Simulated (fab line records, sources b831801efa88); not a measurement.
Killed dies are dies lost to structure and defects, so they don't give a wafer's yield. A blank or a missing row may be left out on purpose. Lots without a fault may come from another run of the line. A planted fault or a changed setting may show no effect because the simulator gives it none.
A struck lot beside a sound one | flow sky130 | 30 steps out of a route of 708
Sound: wafers L693.1, L693.3, L693.4. Struck: wafers L701.2, L701.4, L701.5. The cause comes at the end.
At each step with rows: each side's tool, then ch and its chambers, then its first start. Under that, the readings that differ: sound wafers | struck wafers | difference of the means | sigmas: that difference in standard deviations of wafers without a fault.
alike: readings whose means differ by less than 2 such deviations, and words and numbers that are the same on both sides. not compared: withheld readings, readings that some wafer has no value for, bounds like >300 that may hide the same value, and numbers for which the record gives no deviation and whose values overlap.
The two part at a step that has a row with sigmas, a row that says differs or no value, or rows on one side only. Numbers that don't overlap but have no deviation are shown without sigmas and don't part them. A reading that every wafer of one side lacks parts them only if that side has two wafers or more.

SKY_PWDE_STRIP_09: strips in O2/N2.
  sound on plasma_asher-03 ch 0,1, day 4 13:52; struck on plasma_asher-03 ch 0, day 6 13:40
  alike: drypump_motor_current_A, oes_product_au, strip_time_to_endpoint_s
  not compared: rf_hours_counter_h
SKY_PWDE_TW_MEAS_10:
  sound on film_metro-01, day 4 13:58; struck on film_metro-01, day 6 13:47
  alike: PWDE_TW
then, 7 steps without rows for these wafers: SKY_NWELL_DEHYDRATE_03 (time 60 s); SKY_NWELL_HMDS_04 (prime time 60 s); SKY_NWELL_COAT_05 (resist thk 3000 nm); SKY_NWELL_SOFTBAKE_06; SKY_NWELL_EXPOSE_07 (exposes mask NWM, target cd 840 nm); SKY_NWELL_PEB_08; SKY_NWELL_DEVELOP_09 (develop time 60 s).
SKY_NWELL_OVL_MEAS_10:
  sound on overlay-01, day 5 07:13; struck on overlay-02, day 7 08:46
  reading           | sound       | struck         | difference | sigmas
  NWELL_00_OVL (nm) | 1.9 1.1 2.0 | -2.6 -3.4 -3.0 | -4.7       | -3
then, 2 steps without rows for these wafers: SKY_NWELL_IMPLANT_11; SKY_NWELL_IMPLANT_12.
SKY_NWELL_IMPLANT_13:
  sound on implanter-03 ch 0, day 5 07:33; struck on implanter-02 ch 0, day 7 09:07
  reading            | sound                         | struck                        | difference | sigmas
  dose_ions_cm2      | 6.988e+11 6.991e+11 6.997e+11 | 4.175e+11 4.158e+11 4.172e+11 | -2.824e+11 | -99 or more
  faraday_current_uA | 3.84 3.83 4.11                | 2.33 2.29 2.34                | -1.61      | -19
SKY_NWELL_STRIP_14: strips in O2/N2.
  sound on plasma_asher-02 ch 0,1, day 5 07:42; struck on plasma_asher-01 ch 0,1, day 7 09:14
  alike: drypump_motor_current_A, oes_product_au, strip_time_to_endpoint_s
  not compared: rf_hours_counter_h
SKY_NWELL_TW_MEAS_15:
  sound on film_metro-03, day 5 07:48; struck on film_metro-01, day 7 09:21
  reading  | sound          | struck         | difference | sigmas
  NWELL_TW | 1794 1802 1806 | 1849 1860 1854 | +54        | +2
then, 7 steps without rows for these wafers: SKY_NWELL_DEHYDRATE_16 (time 60 s); SKY_NWELL_HMDS_17 (prime time 60 s); SKY_NWELL_COAT_18 (resist thk 3000 nm); SKY_NWELL_SOFTBAKE_19; SKY_NWELL_EXPOSE_20 (exposes mask NWM COMPLEMENT, target cd 840 nm); SKY_NWELL_PEB_21; SKY_NWELL_DEVELOP_22 (develop time 60 s).
SKY_NWELL_OVL_MEAS_23:
  sound on overlay-02, day 6 02:01; struck on overlay-02, day 8 04:13
  reading           | sound          | struck       | difference | sigmas
  NWELL_01_OVL (nm) | -2.6 -1.5 -2.1 | -0.3 1.1 0.6 | +2.5       | +2
then, 1 step without rows for these wafers: SKY_NWELL_IMPLANT_24.
SKY_NWELL_STRIP_25: strips in O2/N2.
  sound on plasma_asher-03 ch 0,1, day 6 02:12; struck on plasma_asher-01 ch 0,1, day 8 04:24
  alike: drypump_motor_current_A, oes_product_au, strip_time_to_endpoint_s
  not compared: rf_hours_counter_h
SKY_NWELL_TW_MEAS_26:
  sound on film_metro-04, day 6 02:18; struck on film_metro-01, day 8 04:31
  alike: NWELL_2_TW
then, 1 step without rows for these wafers: SKY_NWELL_CLEAN_27 (cleans in SC1/SC2, time 150 s).
SKY_NWELL_RTA_28: time 30 s.
  sound on rtp_anneal-02 ch 0, day 6 02:25; struck on rtp_anneal-02 ch 0, day 8 04:38
  alike: lamp_power_pct, wafer_temp_C_max
SKY_NWELL_RS_MEAS_29: measures by four-point-probe.
  sound on film_metro-03, day 6 02:31; struck on film_metro-04, day 8 04:44
  reading           | sound             | struck            | difference | sigmas
  NWELL_RS (ohm/sq) | 622.9 624.1 622.4 | 635.8 633.1 635.2 | +11.6      | +6
-- the record jumps here: 41 days lie between the struck wafers' starts before and after (it left off in module NWELL and takes up again in module PAD_OPEN, whose first step shown is number 708 of the route) --
SKY_PAD_OPEN_PROBE_99:
  sound on prober-02, day 46 12:03; struck on prober-01, day 48 17:32
  reading                                   | sound                         | struck                       | difference | sigmas
  model.etest.nfet_16v.r_on_ohm_um          | 1.403e+04 1.395e+04 1.384e+04 | 1.44e+04 1.436e+04 1.434e+04 | +4.27e+02  |
  model.etest.pfet_g5v0d10v5.r_on_ohm_um    | 4788 4875 4869                | 4493 4491 4534               | -338       |
  model.etest.tip_p_5v.rs_ohm_sq            | 2869 2896 2892                | 2795 2830 2805               | -76        |
  model.etest.pfet_g5v0d10v5.drive_ua_um    | 333.4 332.2 331.1             | 361.9 364.6 359.1            | +29.6      |
  model.etest.pfet_01v8_lvt.drive_ua_um     | 172.8 171.9 172.4             | 184.9 187.8 187.2            | +14.3      |
  model.etest.pfet_g5v0d10v5.off_log10_a_um | -12.95 -13.08 -13.17          | -11.02 -11.1 -11.24          | +1.95      |
  model.etest.pfet_01v8_lvt.off_log10_a_um  | -9.527 -9.374 -9.652          | -7.824 -7.634 -7.85          | +1.748     |
  alike: killed_at_M0_to_M3, killed_at_M4_up, killed_at_contacts, killed_at_front_end, killed_at_other, killed_dies, killed_open, killed_short
  not compared: model.etest.pfet_01v8_mvt.drive_ua_um

WHERE THEY PART
First at SKY_NWELL_OVL_MEAS_10; last, within this record, at SKY_NWELL_RS_MEAS_29. Later steps at which nothing parts them and some readings are alike: SKY_PAD_OPEN_PROBE_99.

WHY: what the simulator had put in
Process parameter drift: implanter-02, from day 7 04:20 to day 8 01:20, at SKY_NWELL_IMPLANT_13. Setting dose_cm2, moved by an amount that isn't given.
